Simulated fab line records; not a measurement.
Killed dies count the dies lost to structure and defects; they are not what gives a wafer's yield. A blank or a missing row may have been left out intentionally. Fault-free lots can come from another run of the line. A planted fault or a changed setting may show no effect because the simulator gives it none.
The tool behind it: which one? :: flow gf180mcu :: 13 lots, 36 wafers sampled, at 5 steps of a route of 602

WHAT EACH GAUGE READ, for each wafer
GF_STI_BOW_MEAS_00.
lot: L537
measured: day 1 10:00
on: filmMetro-02
INCOMING_BOW (um): 7 -7 -11

lot: L538
measured: day 1 15:00
on: filmMetro-02
INCOMING_BOW (um): -2 -3 14

lot: L539
measured: day 1 20:02
on: filmMetro-04
INCOMING_BOW (um): 8 -15 1

lot: L540
measured: day 2 01:02
on: filmMetro-04
INCOMING_BOW (um): -3 -3

lot: L542
measured: day 2 11:04
on: filmMetro-02
INCOMING_BOW (um): -6 11

lot: L543
measured: day 2 16:04
on: filmMetro-04
INCOMING_BOW (um): 7 15

lot: L554
measured: day 4 23:02
on: filmMetro-03
INCOMING_BOW (um): -2 -2 4

lot: L555
measured: day 5 04:00
on: filmMetro-02
INCOMING_BOW (um): -6 9 4

lot: L556
measured: day 5 09:00
on: filmMetro-03
INCOMING_BOW (um): 1 0 3

lot: L557
measured: day 5 14:00
on: filmMetro-02
INCOMING_BOW (um): 4 -3 -6

lot: L558
measured: day 5 19:04
on: filmMetro-03
INCOMING_BOW (um): 2 4 -1

lot: L559
measured: day 6 00:00
on: filmMetro-04
INCOMING_BOW (um): -14 -10 2

lot: L560
measured: day 6 05:00
on: filmMetro-04
INCOMING_BOW (um): -8 -1 -10

GF_STI_THK_MEAS_24.
lot: L537
measured: day 2 06:27
on: filmMetro-04
STI_CVD_23_THK (nm): 638 645 644

lot: L538
measured: day 2 08:58
on: filmMetro-04
STI_CVD_23_THK (nm): 641 641 632

lot: L539
measured: day 2 13:11
on: filmMetro-02
STI_CVD_23_THK (nm): 646 642 639

lot: L540
measured: day 2 19:52
on: filmMetro-02
STI_CVD_23_THK (nm): 714 640

lot: L542
measured: day 3 08:37
on: filmMetro-03
STI_CVD_23_THK (nm): 724 661

lot: L543
measured: day 3 11:07
on: filmMetro-04
STI_CVD_23_THK (nm): 723 652

lot: L554
measured: day 5 20:10
on: filmMetro-04
STI_CVD_23_THK (nm): 642 649 656

lot: L555
measured: day 6 04:46
on: filmMetro-02
STI_CVD_23_THK (nm): 647 646 641

lot: L556
measured: day 6 13:06
on: filmMetro-03
STI_CVD_23_THK (nm): 644 640 639

lot: L557
measured: day 6 13:06
on: filmMetro-04
STI_CVD_23_THK (nm): 644 649 655

lot: L558
measured: day 6 19:32
on: filmMetro-03
STI_CVD_23_THK (nm): 639 650 657

lot: L559
measured: day 7 00:37
on: filmMetro-04
STI_CVD_23_THK (nm): 631 628 638

lot: L560
measured: day 7 06:53
on: filmMetro-04
STI_CVD_23_THK (nm): 651 646 636

GF_MVSD_OVL_MEAS_07.
lot: L537
measured: day 4 12:49
on: overlay-02
MVSD_OVL (nm): 0.2 -0.6 -1.3

lot: L538
measured: day 4 14:52
on: overlay-02
MVSD_OVL (nm): -2.3 -1.0 -2.7

lot: L539
measured: day 4 18:29
on: overlay-01
MVSD_OVL (nm): 0.1 1.4 -0.1

lot: L540
measured: day 5 05:20
on: overlay-02
MVSD_OVL (nm): -0.2 -1.0

lot: L542
measured: day 5 18:23
on: overlay-02
MVSD_OVL (nm): -0.2 1.2

lot: L543
measured: day 5 21:21
on: overlay-01
MVSD_OVL (nm): -0.3 1.2

lot: L554
measured: day 8 14:16
on: overlay-02
MVSD_OVL (nm): 0.4 -2.7 -1.7

lot: L555
measured: day 9 04:31
on: overlay-01
MVSD_OVL (nm): 0.9 -0.7 -0.4

lot: L556
measured: day 9 11:25
on: overlay-01
MVSD_OVL (nm): -2.1 -1.1 -1.1

lot: L557
measured: day 9 13:01
on: overlay-01
MVSD_OVL (nm): -1.4 -1.8 -1.4

lot: L558
measured: day 9 16:30
on: overlay-02
MVSD_OVL (nm): -1.0 0.3 -1.4

lot: L559
measured: day 9 22:20
on: overlay-01
MVSD_OVL (nm): -1.7 -1.1 -1.3

lot: L560
measured: day 10 05:10
on: overlay-01
MVSD_OVL (nm): 0.9 -1.5 -1.8

TOOL THAT RAN EACH LOT (tool first, then ch and the chambers of the sampled wafers, then the start)
lot: L537
GF_STI_CVD_23: hdpcvd-02 ch 1,2, day 2 06:23
GF_STI_CMP_25: cmp-01 ch 2,3, day 2 06:31

lot: L538
GF_STI_CVD_23: hdpcvd-01 ch 0,1,2, day 2 08:54
GF_STI_CMP_25: cmp-02 ch 0,1,3, day 2 09:02

lot: L539
GF_STI_CVD_23: hdpcvd-01 ch 0,1,2, day 2 13:05
GF_STI_CMP_25: cmp-02 ch 0,1,3, day 2 13:14

lot: L540
GF_STI_CVD_23: hdpcvd-01 ch 1, day 2 19:46
GF_STI_CMP_25: cmp-02 ch 0,3, day 2 19:58

lot: L542
GF_STI_CVD_23: hdpcvd-01 ch 0,1, day 3 08:33
GF_STI_CMP_25: cmp-01 ch 0,1, day 3 08:41

lot: L543
GF_STI_CVD_23: hdpcvd-01 ch 1,2, day 3 11:03
GF_STI_CMP_25: cmp-02 ch 0, day 3 11:09

lot: L554
GF_STI_CVD_23: hdpcvd-01 ch 0,1,2, day 5 20:04
GF_STI_CMP_25: cmp-02 ch 0,2,3, day 5 20:19

lot: L555
GF_STI_CVD_23: hdpcvd-01 ch 0,2, day 6 04:41
GF_STI_CMP_25: cmp-02 ch 0,1, day 6 04:50

lot: L556
GF_STI_CVD_23: hdpcvd-01 ch 0,1,2, day 6 13:01
GF_STI_CMP_25: cmp-01 ch 1,2,3, day 6 13:10

lot: L557
GF_STI_CVD_23: hdpcvd-02 ch 0,1,2, day 6 13:01
GF_STI_CMP_25: cmp-02 ch 1,2,3, day 6 13:10

lot: L558
GF_STI_CVD_23: hdpcvd-02 ch 0,1,2, day 6 19:29
GF_STI_CMP_25: cmp-02 ch 1,2, day 6 19:37

lot: L559
GF_STI_CVD_23: hdpcvd-02 ch 0,1,2, day 7 00:32
GF_STI_CMP_25: cmp-01 ch 0,3, day 7 00:43

lot: L560
GF_STI_CVD_23: hdpcvd-02 ch 0,1, day 7 06:48
GF_STI_CMP_25: cmp-01 ch 1,2,3, day 7 06:56
- GF_STI_CVD_23: deposits SiO2, target thk 650 nm, time 108.3 s.
- GF_STI_CMP_25: polishes, stops on Si3N4, t overpolish 33 s, target thk 524.6 nm.

AS READ BY THE TOOLS THEMSELVES (means over the sampled wafers that have a number; for cases with no such wafer, the mark the record gives instead)
GF_STI_CVD_23.
lot: L537
tool: hdpcvd-02
susceptorTempC (C): 600.0

lot: L538
tool: hdpcvd-01
susceptorTempC (C): 600.3

lot: L539
tool: hdpcvd-01
susceptorTempC (C): 599.9

lot: L540
tool: hdpcvd-01
susceptorTempC (C): 600.1

lot: L542
tool: hdpcvd-01
susceptorTempC (C): 600.0

lot: L543
tool: hdpcvd-01
susceptorTempC (C): 599.9

lot: L554
tool: hdpcvd-01
susceptorTempC (C): 600.2

lot: L555
tool: hdpcvd-01
susceptorTempC (C): 599.7

lot: L556
tool: hdpcvd-01
susceptorTempC (C): 600.0

lot: L557
tool: hdpcvd-02
susceptorTempC (C): 599.8

lot: L558
tool: hdpcvd-02
susceptorTempC (C): 600.0

lot: L559
tool: hdpcvd-02
susceptorTempC (C): 599.8

lot: L560
tool: hdpcvd-02
susceptorTempC (C): 599.9

GF_STI_CMP_25.
lot: L537
tool: cmp-01
motorCurrentA (A): 12.5
timeToEndpointS (s): 116

lot: L538
tool: cmp-02
motorCurrentA (A): 12.8
timeToEndpointS (s): 124

lot: L539
tool: cmp-02
motorCurrentA (A): 12.9
timeToEndpointS (s): 129

lot: L540
tool: cmp-02
motorCurrentA (A): 12.9
timeToEndpointS (s): 134

lot: L542
tool: cmp-01
motorCurrentA (A): 11.4
timeToEndpointS (s): 121

lot: L543
tool: cmp-02
motorCurrentA (A): 12.3
timeToEndpointS (s): 138

lot: L554
tool: cmp-02
motorCurrentA (A): 12.4
timeToEndpointS (s): 123

lot: L555
tool: cmp-02
motorCurrentA (A): 13.2
timeToEndpointS (s): 124

lot: L556
tool: cmp-01
motorCurrentA (A): 12.1
timeToEndpointS (s): 119

lot: L557
tool: cmp-02
motorCurrentA (A): 13.0
timeToEndpointS (s): 123

lot: L558
tool: cmp-02
motorCurrentA (A): 12.7
timeToEndpointS (s): 118

lot: L559
tool: cmp-01
motorCurrentA (A): 12.3
timeToEndpointS (s): 121

lot: L560
tool: cmp-01
motorCurrentA (A): 11.9
timeToEndpointS (s): 121

THE ANSWER, worked out from the rows above alone
Rule: what is usual is taken from the lots themselves. The widest of any qualifying gaps counts: lots, ordered by their means at a reading, are off when they make up no more than a third of the lots, leave a main group of 4 or more, and stand apart from it by 3 or more times the standard deviation of that group's means. The tables above print the reading to a certain number of digits; a main group whose means all agree to those digits is not used. A lot without any number at a reading at which 4 lots or more have one is off too. Where the step has rows for the other lots, those lots are counted as sound. After the gauges, taken in route order, come the tools' own readings; for these a lot's mean is taken, as printed above. The first step at which some lot is off is used, and at that step the reading that is off furthest; a lot without a number counts as furthest.
Off: L540, L542, L543, seen at GF_STI_THK_MEAS_24 (STI_CVD_23_THK). Main group: mean 643 nm, sd 5.1.
If a tool, at a process step before that reading, ran all the lots that are off and no sound lot after the first of them, it fits. The gauges at GF_STI_THK_MEAS_24 are tried like those tools. Not one of the candidates tried fits.

WHAT THE SIMULATOR PUT IN
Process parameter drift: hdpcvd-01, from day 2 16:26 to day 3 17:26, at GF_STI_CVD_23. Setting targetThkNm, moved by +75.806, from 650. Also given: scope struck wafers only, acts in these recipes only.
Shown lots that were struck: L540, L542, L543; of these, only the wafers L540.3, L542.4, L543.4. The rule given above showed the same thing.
